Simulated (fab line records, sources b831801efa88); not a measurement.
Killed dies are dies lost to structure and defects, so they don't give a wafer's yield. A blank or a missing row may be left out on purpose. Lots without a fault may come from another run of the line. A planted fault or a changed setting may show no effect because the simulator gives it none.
Which tool did it? | flow gf180mcu | 6 lots, 18 wafers sampled, at 2 steps of a route of 602

WHAT THE GAUGES READ, wafer by wafer
GF_VT_IMPLANT_OVL_MEAS_29.
lot  | measured     | on         | VT_IMPLANT_02_OVL (nm)
L345 | day 7 05:57  | overlay-02 | 3.3 3.6 1.3
L351 | day 8 19:33  | overlay-01 | -2.0 -0.4 0.7
L359 | day 11 00:08 | overlay-01 | -0.9 0.1 1.3
L363 | day 11 23:48 | overlay-01 | -1.2 -1.0 -1.4
L365 | day 12 15:38 | overlay-02 | -2.5 -3.2 -1.5
L367 | day 13 07:35 | overlay-02 | -0.2 -0.1 -1.1

WHICH TOOL RAN EACH LOT (tool, then ch and the chambers of the sampled wafers, then the start)
lot  | GF_VT_IMPLANT_EXPOSE_26
L345 | iline_stepper-01 ch 0, day 6 22:55
L351 | iline_stepper-02 ch 0, day 8 11:47
L359 | iline_stepper-02 ch 0, day 10 14:55
L363 | iline_stepper-02 ch 0, day 11 15:01
L365 | iline_stepper-02 ch 0, day 12 05:49
L367 | iline_stepper-01 ch 0, day 12 22:01
- GF_VT_IMPLANT_EXPOSE_26: exposes mask LVPWELL HV AREA, target cd 860 nm.

THE ANSWER, worked out from the rows above alone
Rule: what is usual is taken from the lots themselves. Put in order of their means at a reading, lots are off if they are a third of the lots or fewer, leave a main group of 4 or more, and stand apart from it by a gap of 3 or more times the standard deviation of the main group's means; of several such gaps the widest counts. A main group whose means are all the same, to the digits that the tables above print for the reading, isn't used. A lot without any number at a reading at which 4 lots or more have one is off too. The other lots that the step has rows for count as sound.
No lot is off at any reading shown: from this, nothing can be told.

WHAT THE SIMULATOR HAD PUT IN
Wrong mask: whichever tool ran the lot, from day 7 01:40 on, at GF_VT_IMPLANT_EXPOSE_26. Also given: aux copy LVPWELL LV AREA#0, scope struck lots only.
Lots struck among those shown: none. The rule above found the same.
